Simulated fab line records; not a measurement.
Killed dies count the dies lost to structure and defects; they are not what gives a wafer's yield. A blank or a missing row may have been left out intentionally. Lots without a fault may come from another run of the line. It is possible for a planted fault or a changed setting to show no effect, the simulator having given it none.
2 desks looking at one fault + flow gf180mcu + every desk sees just its own numbers, and what lay behind them comes last

== DESK OF THE TOOL OWNER: lithoTrack-01 ==
The tool's own readings at GF_HV_LDD_DEVELOP_45 (develop time 60 s): means of the sampled wafers that have a number, for each lot that ran on this tool. Any lot whose mean is over 4 standard deviations away from the usual mean is out of limits and marked OUT; that distance is given in the brackets.
Columns: A = resistLineTempC at GF_HV_LDD_DEVELOP_45, usual 23.01 C
| lot  | first seen here | A     |
|------|-----------------|-------|
| L181 | day 12 10:37    | 22.97 |
| L180 | day 12 11:33    | 22.94 |
| L182 | day 12 19:54    | 22.91 |
| L187 | day 14 23:46    | 22.87 |
| L188 | day 15 02:36    | 23.11 |
| L189 | day 15 20:19    | 22.99 |
| L192 | day 16 10:57    | 23.14 |
| L195 | day 17 05:07    | 22.99 |
| L203 | day 20 19:05    | 22.95 |
This desk's finding: nothing out of limits on any of the 9 lots.

== AT THE METROLOGY DESK ==
What the gauges read for every lot (on any tool): the sampled wafers with a number, averaged. Any lot whose mean is over 4 standard deviations away from the usual mean is out of limits and marked OUT; that distance is given in the brackets.
Columns: A = HV_LDD_01_OVL at GF_HV_LDD_OVL_MEAS_20, usual -0.2 nm; B = cdNm at GF_HV_LDD_CD_MEAS_46, usual 400.5 nm; C = SAB_OVL at GF_SAB_OVL_MEAS_10, usual -0.4 nm; D = CONTACT_W_THK at GF_CONTACT_THK_MEAS_26, usual 296 nm
| lot  | first seen here | A    | B               | C    | D   |
|------|-----------------|------|-----------------|------|-----|
| L181 | day 10 20:25    | -1.9 | 400.6           | 0.2  | 299 |
| L180 | day 10 22:31    | 2.6  | 401.8           | -0.2 | 289 |
| L182 | day 11 04:51    | 1.6  | 399.6           | -1.8 | 295 |
| L183 | day 11 11:42    | -0.7 | 396.9           | -0.0 | 297 |
| L184 | day 11 16:09    | 0.2  | 402.0           | 0.3  | 295 |
| L188 | day 13 04:54    | 0.2  | 401.5           | 0.6  | 292 |
| L187 | day 13 06:19    | 0.7  | 401.1           | -1.1 | 299 |
| L189 | day 14 00:55    | 1.5  | 400.5           | -0.9 | 293 |
| L190 | day 14 12:24    | -0.8 | 400.9           | -0.6 | 304 |
| L192 | day 14 15:18    | -0.7 | 292.7 (-49) OUT | 0.2  | 291 |
| L193 | day 14 23:03    | -1.1 | 399.5           | -2.5 | 297 |
| L195 | day 15 08:10    | 0.8  | 297.2 (-47) OUT | 0.3  | 292 |
| L202 | day 17 19:47    | -0.6 | 399.7           | -0.5 | 298 |
| L203 | day 18 18:03    | 0.1  | 400.3           | 0.2  | 290 |
This desk finds L192, L195 out of limits, L192 being first, at day 16 11:06 (cdNm at GF_HV_LDD_CD_MEAS_46). Within limits: L181, L180, L182, L183, L184, L188, L187, L189, L190, L193, L202, L203.

== TAKEN TOGETHER ==
An alarm was possible from the metrology desk at day 16 11:06, on L192, L195.
Nothing out of limits was seen by the tool owner's desk.
Tool owner's desk: L192, L195 on record, inside its limits.
Every lot named ran GF_HV_LDD_DEVELOP_45 on lithoTrack-01.

== WHAT WAS PUT IN BY THE SIMULATOR ==
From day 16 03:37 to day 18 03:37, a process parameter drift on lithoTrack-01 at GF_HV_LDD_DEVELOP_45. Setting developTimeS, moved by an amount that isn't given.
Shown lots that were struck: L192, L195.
Hours from the fault's start to each desk's first reading out of limits: the metrology desk, 7.
